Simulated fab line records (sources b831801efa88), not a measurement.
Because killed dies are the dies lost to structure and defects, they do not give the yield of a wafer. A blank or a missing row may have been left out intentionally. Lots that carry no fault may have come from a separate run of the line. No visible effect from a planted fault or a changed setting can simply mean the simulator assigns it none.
A lot that was struck, set against a sound lot | flow sfqLine | 37 out of 325 route steps
Sound: these wafers, L229.2, L229.4, L229.6. Struck: wafers L234.1, L234.2. (L234.5 of the same lot was not struck and is left out.) The cause comes at the end.
For every step that has rows: the tool of each side, followed by ch and its chambers, followed by its first start. Under that, the readings that differ: sound wafers | struck wafers | difference of the means | sigmas: that difference in standard deviations of wafers without a fault.
alike: readings with means less than 2 such deviations apart, plus words and numbers identical on both sides. not compared: withheld readings, readings lacking a value on some wafer, bounds such as >300 that could conceal the same value, and numbers that have no deviation in the record and whose values overlap.
A row with sigmas, a row that says differs or no value, or rows on one side alone: a step with any of these is where the two part. When numbers do not overlap yet have no deviation, they are printed without sigmas and do not part them. A reading missing from all wafers of one side parts the sides only when that side holds two or more wafers.

SFQ_R5_THK_MEAS_934: measures by xrf.
  sound on filmMetro-01 at day 65 13:32; struck on filmMetro-03 at day 66 11:16
  alike: R5_MONX_THK
then, 6 steps without rows for these wafers: SFQ_TRILAYER_R5_LITHO_COAT_141 (resist thk 62 nm); SFQ_TRILAYER_R5_LITHO_COAT_136 (resist thk 600 nm); SFQ_TRILAYER_R5_LITHO_SOFTBAKE_140; SFQ_TRILAYER_R5_LITHO_EXPOSE_137 (exposes mask R5, target cd 500 nm); SFQ_TRILAYER_R5_LITHO_PEB_139 (peb time 60 s); SFQ_TRILAYER_R5_LITHO_DEVELOP_138 (time 60 s).
SFQ_R5_OVL_MEAS_935:
  sound on overlay-01 at day 66 14:04; struck on overlay-01 at day 66 20:04
reading     | sound | struck | difference | sigmas
R5_OVL (nm) | 7 5 2 | -7 -8  | -12        | -2
SFQ_TRILAYER_R5_BARC_OPEN_METAL_ETCH_177: etches BARC in O2, target depth 125 nm, time 41.7 s.
  sound on rieMetal-02 ch 0,1, day 66 14:06; struck on rieMetal-04 ch 0,1, day 66 20:06
  alike: drypumpMotorCurrentA, oesProductAu
  not compared: rfHoursCounterH
then, 3 steps without rows for these wafers: SFQ_TRILAYER_R5_ETCH_METAL_ETCH_139 (etches the open film in Cl2, stops on SiO2, target depth 60 nm, time 40 s); SFQ_TRILAYER_R5_STRIP_STRIP_140 (strips in O2); SFQ_TRILAYER_R5_STRIP_SOLV_CLEAN_141 (cleans in NMP, time 600 s).
SFQ_TRILAYER_A5C_DEP_PECVD_142: deposits SiO2 from SiH4/N2O, time 15.556 s, target thk 70 nm.
  sound on pecvd-03 ch 0,2, day 66 15:12; struck on pecvd-04 ch 0,2, day 66 20:59
reading                                             | sound             | struck      | difference | sigmas
model.SiO2_of_TRILAYER_A5C_DEP_PECVD_142.thkNm (nm) | 70.72 72.33 72.59 | 104.8 104.4 | +32.7      | 
  alike: heaterPowerW, throttleValvePct
then, 6 steps without rows for these wafers: SFQ_TRILAYER_I5_LITHO_COAT_149 (resist thk 62 nm); SFQ_TRILAYER_I5_LITHO_COAT_144 (resist thk 650 nm); SFQ_TRILAYER_I5_LITHO_SOFTBAKE_148; SFQ_TRILAYER_I5_LITHO_EXPOSE_145 (exposes mask I5, target cd 700 nm); SFQ_TRILAYER_I5_LITHO_PEB_147 (peb time 60 s); SFQ_TRILAYER_I5_LITHO_DEVELOP_146 (time 60 s).
-- the record jumps here: 5 days lie between the struck wafers' starts before and after --
SFQ_I5_OVL_MEAS_936:
  sound on overlay-01 at day 71 12:10; struck on overlay-01 at day 71 19:22
  alike: I5_OVL
SFQ_TRILAYER_I5_BARC_OPEN_VIA_ETCH_200: etches BARC in O2, target depth 125 nm, time 41.7 s.
  sound on rieDiel-01 ch 1,3, day 71 12:12; struck on rieDiel-01 ch 1,3, day 71 19:24
  alike: drypumpMotorCurrentA, oesProductAu
  not compared: rfHoursCounterH
SFQ_TRILAYER_I5_ETCH_VIA_ETCH_147: etches the open film in CHF3, stops on Nb, target depth 360 nm.
  sound on rieDiel-01 ch 1,3, day 71 12:14; struck on rieDiel-01 ch 1,3, day 71 19:26
  alike: drypumpMotorCurrentA, oesProductAu
then, 8 steps without rows for these wafers: SFQ_TRILAYER_I5_STRIP_STRIP_148 (strips in O2); SFQ_TRILAYER_I5_STRIP_SOLV_CLEAN_149 (cleans in NMP, time 600 s); SFQ_TRILAYER_C5_LITHO_COAT_156 (resist thk 62 nm); SFQ_TRILAYER_C5_LITHO_COAT_151 (resist thk 650 nm); SFQ_TRILAYER_C5_LITHO_SOFTBAKE_155; SFQ_TRILAYER_C5_LITHO_EXPOSE_152 (exposes mask C5, target cd 500 nm); SFQ_TRILAYER_C5_LITHO_PEB_154 (peb time 60 s); SFQ_TRILAYER_C5_LITHO_DEVELOP_153 (time 60 s).
SFQ_C5_OVL_MEAS_937:
  sound on overlay-01 at day 71 15:25; struck on overlay-01 at day 71 23:13
  alike: C5_OVL
SFQ_TRILAYER_C5_BARC_OPEN_VIA_ETCH_210: etches BARC in O2, target depth 125 nm, time 41.7 s.
  sound on rieDiel-04 ch 0,2, day 71 15:27; struck on rieDiel-01 ch 0,3, day 71 23:15
  alike: drypumpMotorCurrentA, oesProductAu
  not compared: rfHoursCounterH
SFQ_TRILAYER_C5_ETCH_VIA_ETCH_154: etches SiO2 in CHF3, stops on Nb, target depth 84 nm.
  sound on rieDiel-04 ch 0,2, day 71 15:29; struck on rieDiel-01 ch 0,3, day 71 23:17
reading                      | sound             | struck      | difference | sigmas
oesProductAu (a.u.)          | 0.898 0.916 0.906 | 0.999 0.998 | +0.092     | +9
model.etch.depthNm (nm)      | 70.72 72.33 72.59 | 83.93 84.35 | +12.26     | 
model.C5.featureDepthNm (nm) | 70.72 72.33 72.59 | 83.93 84.35 | +12.26     | 
  alike: drypumpMotorCurrentA
SFQ_TRILAYER_C5_STRIP_STRIP_155: strips in O2.
  sound on rieMetal-01 ch 0,1, day 71 15:32; struck on rieMetal-01 ch 0,1, day 71 23:20
  alike: drypumpMotorCurrentA, oesProductAu
  not compared: rfHoursCounterH
then, 1 step without rows for these wafers: SFQ_TRILAYER_C5_STRIP_SOLV_CLEAN_156 (cleans in NMP, time 600 s).
SFQ_TRILAYER_M6_DEP_PRE_CLEAN_158: time 22.5 s.
  sound on pvdSputter-05 at day 71 16:19; struck on pvdSputter-04 at day 72 00:07
reading                                             | sound             | struck     | difference | sigmas
model.SiO2_of_TRILAYER_A5C_DEP_PECVD_142.thkNm (nm) | 63.22 64.83 65.09 | 97.35 96.9 | +32.75     | 
then, 1 step without rows for these wafers: SFQ_TRILAYER_M6_DEP_SPUTTER_157 (material Nb, target thk 200 nm, time 133.3 s).

## WHERE THEY PART
First at SFQ_R5_OVL_MEAS_935; last, within this record, at SFQ_TRILAYER_C5_ETCH_VIA_ETCH_154. Later steps at which nothing parts them and some readings are alike: SFQ_TRILAYER_C5_STRIP_STRIP_155.

WHY: whatever the simulator had introduced
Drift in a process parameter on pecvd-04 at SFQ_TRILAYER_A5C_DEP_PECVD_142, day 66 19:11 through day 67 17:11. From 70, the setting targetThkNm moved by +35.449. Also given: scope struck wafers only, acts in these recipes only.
